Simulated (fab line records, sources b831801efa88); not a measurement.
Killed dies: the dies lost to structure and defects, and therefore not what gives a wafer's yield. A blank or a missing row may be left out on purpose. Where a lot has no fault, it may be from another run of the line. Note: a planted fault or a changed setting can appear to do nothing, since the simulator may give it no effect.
2 desks, one fault | flow gf180mcu | what lay behind the numbers comes last; until then each desk has only its own

AT THE METROLOGY DESK
Means of the sampled wafers that have a number, per lot and without regard to the tool the lot ran on: this is what the gauges read. A lot is out of limits, marked OUT, if its mean lies more than 4 standard deviations from the usual mean; the brackets give that distance.
Columns: A = NWELL_OVL at GF_NWELL_OVL_MEAS_07, usual -1.1 nm; B = HV_LDD_02_OVL at GF_HV_LDD_OVL_MEAS_32, usual -0.2 nm; C = CONTACT_BOW at GF_CONTACT_BOW_MEAS_05, usual 66 um
lot  | first seen here | A    | B                       | C
L595 | day 3 12:50     | -2.2 | -1.7                    | 68
L596 | day 3 18:25     | -0.7 | -1.8                    | 64
L600 | day 4 16:49     | 0.8  | 1.1                     | 72
L601 | day 4 23:14     | 1.0  | -1.2                    | 62
L602 | day 5 02:58     | -0.9 | -1.2                    | 66
L603 | day 5 08:19     | -0.6 | 0.0                     | 66
L605 | day 5 19:49     | -1.2 | 0.4                     | 66
L606 | day 5 23:49     | -0.5 | 1.9                     | 69
L607 | day 6 04:16     | -1.6 | -0.1                    | 67
L611 | day 7 04:40     | -4.4 | 326.1 (+99 or more) OUT | 65
L612 | day 7 09:54     | -0.7 | 326.0 (+99 or more) OUT | 63
L614 | day 7 21:51     | 0.4  | -0.1                    | 59
L617 | day 8 16:57     | -0.2 | 326.9 (+99 or more) OUT | 63
This desk's finding: out of limits on L611, L612, L617; first on L611, day 17 01:32 (HV_LDD_02_OVL at GF_HV_LDD_OVL_MEAS_32). Within limits: L595, L596, L600, L601, L602, L603, L605, L606, L607, L614.

TOOL OWNER'S DESK, iline-stepper-01
The tool's own readings at GF_HV_LDD_EXPOSE_28 (exposes mask Nplus HV AREA, target cd 400 nm): means of the sampled wafers that have a number, for each lot that ran on this tool. A lot is out of limits, marked OUT, if its mean lies more than 4 standard deviations from the usual mean; the brackets give that distance.
Columns: A = stage-vel-mm-s at GF_HV_LDD_EXPOSE_28, usual 499.99 mm/s
lot  | first seen here | A
L595 | day 11 09:48    | 499.64
L596 | day 11 15:12    | 499.75
L600 | day 13 07:34    | 500.36
L602 | day 13 17:41    | 499.97
L607 | day 15 07:38    | 499.84
L611 | day 16 14:39    | 499.71
L612 | day 17 02:39    | 499.98
L617 | day 18 22:31    | 500.07
This desk found nothing out of limits on any of the 8 lots.

PUT TOGETHER
Metrology desk: alarm possible at day 17 01:32 on L611, L612, L617.
The desk of the tool owner found nothing out of limits.
On record at the tool owner's desk: L611, L612, L617, within its limits.
The lots listed all ran GF_HV_LDD_EXPOSE_28 on iline-stepper-01.

WHAT THE SIMULATOR HAD INSERTED
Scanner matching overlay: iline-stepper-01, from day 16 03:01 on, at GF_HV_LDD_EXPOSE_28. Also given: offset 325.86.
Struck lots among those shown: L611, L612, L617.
Per desk, hours elapsed from the start of the fault to the first reading out of limits: for the metrology desk, 23.
